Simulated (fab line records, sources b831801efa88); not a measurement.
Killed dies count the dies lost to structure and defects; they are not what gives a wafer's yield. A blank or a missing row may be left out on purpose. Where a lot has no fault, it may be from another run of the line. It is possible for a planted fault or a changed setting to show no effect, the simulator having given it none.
Which tool was responsible? -- flow gf180mcu -- 33 wafers from 11 lots sampled at 5 of the route's 602 steps

== WHAT EACH GAUGE READ, for each wafer ==
GF_STI_BOW_MEAS_00. Usual: INCOMING_BOW gives 0 um (standard deviation 6.1).
lot,measured,on,INCOMING_BOW (um),flag
L104,day 1 10:01,film-metro-03,12 -13 -9,
L106,day 1 20:01,film-metro-03,2 6 -1,
L108,day 2 06:01,film-metro-01,3 7 2,
L110,day 2 16:00,film-metro-03,-3 6 -3,
L112,day 3 02:01,film-metro-02,-13 -6 10,
L113,day 3 07:00,film-metro-02,5 8 5,
L115,day 3 17:02,film-metro-01,-1 1 -5,
L120,day 4 18:00,film-metro-02,-1 -3 9,
L121,day 4 23:00,film-metro-03,-14 1 -13,
L124,day 5 14:00,film-metro-02,7 -3 7,
L126,day 6 00:00,film-metro-03,4 -1 -1,

GF_PSD_RS_MEAS_14: uses a four-point probe to measure. Usual: NSD_RS gives 46.15 ohm/sq (standard deviation 0.083).
lot,measured,on,NSD_RS (ohm/sq),flag
L104,day 14 04:34,film-metro-03,46.07 46.19 46.05,
L106,day 14 19:59,film-metro-01,46.22 46.27 46.16,
L108,day 15 12:31,film-metro-01,46.20 46.19 46.12,
L110,day 16 02:52,film-metro-01,46.20 46.25 46.16,
L112,day 16 18:08,film-metro-01,46.25 46.28 46.19,
L113,day 17 08:15,film-metro-01,46.04 46.12 46.18,
L115,day 18 01:07,film-metro-03,46.23 46.00 46.19,
L120,day 19 23:36,film-metro-01,46.24 46.17 45.98,
L121,day 20 02:37,film-metro-04,47.54 47.54 47.60,OFF
L124,day 21 09:15,film-metro-03,47.47 47.35 47.42,OFF
L126,day 22 10:37,film-metro-04,46.09 46.20 46.26,

== WHAT TOOL EACH LOT RAN ON (gives the tool, then ch and the chambers of the sampled wafers, and finally the start) ==
lot,GF_HV_LDD_STRIP_22,GF_NSD_IMPLANT_10,GF_NSD_STRIP_11
L104,"plasma-asher-03 ch 0,1, day 10 18:02","implanter-01 ch 0, day 13 07:44","plasma-asher-04 ch 0,1, day 13 07:52"
L106,"plasma-asher-03 ch 0,1, day 11 07:13","implanter-01 ch 0, day 13 22:38","plasma-asher-04 ch 0,1, day 13 22:46"
L108,"plasma-asher-01 ch 0,1, day 11 22:40","implanter-03 ch 0, day 14 14:47","plasma-asher-01 ch 0,1, day 14 14:55"
L110,"plasma-asher-04 ch 0,1, day 12 12:28","implanter-01 ch 0, day 15 04:52","plasma-asher-02 ch 0,1, day 15 05:01"
L112,"plasma-asher-01 ch 0, day 13 01:16","implanter-03 ch 0, day 15 19:24","plasma-asher-02 ch 0, day 15 19:31"
L113,"plasma-asher-01 ch 1, day 13 13:34","implanter-01 ch 0, day 16 08:59","plasma-asher-04 ch 0,1, day 16 09:08"
L115,"plasma-asher-04 ch 0,1, day 14 05:11","implanter-01 ch 0, day 17 01:37","plasma-asher-04 ch 0,1, day 17 01:46"
L120,"plasma-asher-01 ch 0,1, day 15 20:46","implanter-03 ch 0, day 18 22:14","plasma-asher-02 ch 0,1, day 18 22:23"
L121,"plasma-asher-04 ch 0,1, day 16 01:13","implanter-03 ch 0, day 19 01:41","plasma-asher-02 ch 0,1, day 19 01:50"
L124,"plasma-asher-03 ch 0,1, day 17 05:28","implanter-03 ch 0, day 20 09:13","plasma-asher-01 ch 0,1, day 20 09:22"
L126,"plasma-asher-01 ch 0,1, day 18 06:49","implanter-04 ch 0, day 21 10:19","plasma-asher-04 ch 0,1, day 21 10:28"
- GF_HV_LDD_STRIP_22: strips in O2/N2.
- GF_NSD_IMPLANT_10
- GF_NSD_STRIP_11: strips in O2/N2.

== AS READ BY THE TOOLS THEMSELVES (means over the sampled wafers that have a number; for cases with no such wafer, the mark the record gives instead) ==
GF_HV_LDD_STRIP_22. Usual: drypump-motor-current-A 5.6 A, standard deviation 0.5; heater-power-w 327 W, standard deviation 22; o2-flow-sccm 3001 sccm, standard deviation 9; oes-product-au 0.716 a.u., standard deviation 0.0046; strip-time-to-endpoint-s 12.61 s, standard deviation 0.035.
lot,tool,drypump-motor-current-A (A),heater-power-w (W),o2-flow-sccm (sccm),oes-product-au (a.u.),strip-time-to-endpoint-s (s),flag
L104,plasma-asher-03,5.4,334,3000,0.714,12.60,
L106,plasma-asher-03,5.4,329,3003,0.717,12.60,
L108,plasma-asher-01,5.4,320,2988,0.717,12.69,
L110,plasma-asher-04,5.8,326,3007,0.716,12.58,
L112,plasma-asher-01,5.6,303,3004,0.714,12.59,
L113,plasma-asher-01,5.0,344,3000,0.716,12.57,
L115,plasma-asher-04,5.8,330,2994,0.722,12.59,
L120,plasma-asher-01,5.1,326,2994,0.715,12.57,
L121,plasma-asher-04,5.8,327,3001,0.713,12.59,
L124,plasma-asher-03,5.8,338,3010,0.720,12.64,
L126,plasma-asher-01,5.1,330,3006,0.715,12.61,

GF_NSD_IMPLANT_10. Usual: beam-on-s 10.01 s, standard deviation 0.21; faraday-current-uA 2783, standard deviation 58.
lot,tool,beam-on-s (s),faraday-current-uA,flag
L104,implanter-01,9.87,2820,
L106,implanter-01,10.07,2764,
L108,implanter-03,10.16,2748,
L110,implanter-01,10.05,2777,
L112,implanter-03,9.87,2823,
L113,implanter-01,10.13,2761,
L115,implanter-01,10.15,2742,
L120,implanter-03,9.85,2833,
L121,implanter-03,7.80,3571,OFF
L124,implanter-03,7.79,3574,OFF
L126,implanter-04,9.97,2797,

GF_NSD_STRIP_11. Usual: drypump-motor-current-A 5.6 A, standard deviation 0.35; heater-power-w 342 W, standard deviation 30; o2-flow-sccm 3000 sccm, standard deviation 7.7; oes-product-au 0.487 a.u., standard deviation 0.0049; strip-time-to-endpoint-s 22.96 s, standard deviation 0.041.
lot,tool,drypump-motor-current-A (A),heater-power-w (W),o2-flow-sccm (sccm),oes-product-au (a.u.),strip-time-to-endpoint-s (s),flag
L104,plasma-asher-04,6.0,309,3000,0.484,22.90,
L106,plasma-asher-04,5.8,329,3007,0.483,22.88,
L108,plasma-asher-01,5.2,327,3003,0.491,22.94,
L110,plasma-asher-02,5.7,367,3002,0.491,22.93,
L112,plasma-asher-02,5.8,358,3003,0.484,22.99,
L113,plasma-asher-04,6.0,304,2997,0.491,22.96,
L115,plasma-asher-04,5.8,332,3007,0.487,22.97,
L120,plasma-asher-02,5.6,364,3002,0.485,23.00,
L121,plasma-asher-02,5.7,370,3006,0.488,22.85,
L124,plasma-asher-01,5.4,318,2999,0.489,22.82,OFF
L126,plasma-asher-04,5.8,325,2997,0.484,22.91,

== THE ANSWER, worked out from the rows above alone ==
Rule: a lot is off if the mean of its wafers that have a number lies more than 3 standard deviations from the usual mean. A lot without any number at a reading at which 4 lots or more have one is off too. All remaining lots with rows at the step are treated as sound. The gauges are gone through in route order, then the tools' own readings, and for those a lot's mean is taken as printed above. At the first step where some lot is off, the reading lying furthest off is the one used; lots without a number count as furthest.
Off: at GF_PSD_RS_MEAS_14 (NSD_RS), L121, L124.
If a tool, at a process step before that reading, ran all the lots that are off and no sound lot after the first of them, it fits. Not tried: the gauges at GF_PSD_RS_MEAS_14; whatever is off there is also off at GF_NSD_IMPLANT_10, on other tools, and gauge error can't account for it. One fits: GF_NSD_IMPLANT_10 on implanter-03. Its last sound lot is L120 (day 18 22:14), its first lot that is off L121 (day 19 01:41): a fault that began between those two fits.
The tool's own readings at GF_NSD_IMPLANT_10 bear it out: on the lots that are off they differ by more than 5 times the standard deviation of the sound lots' means. beam-on-s reads 7.79 s there against 10.01 s on the sound lots; faraday-current-uA reads 3572 there against 2785 on the sound lots.

== WHAT WAS PUT IN BY THE SIMULATOR ==
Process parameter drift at GF_NSD_IMPLANT_10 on implanter-03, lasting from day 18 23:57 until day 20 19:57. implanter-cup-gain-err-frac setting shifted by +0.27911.
Shown lots that were struck: L121, L124. The rule above found the same.
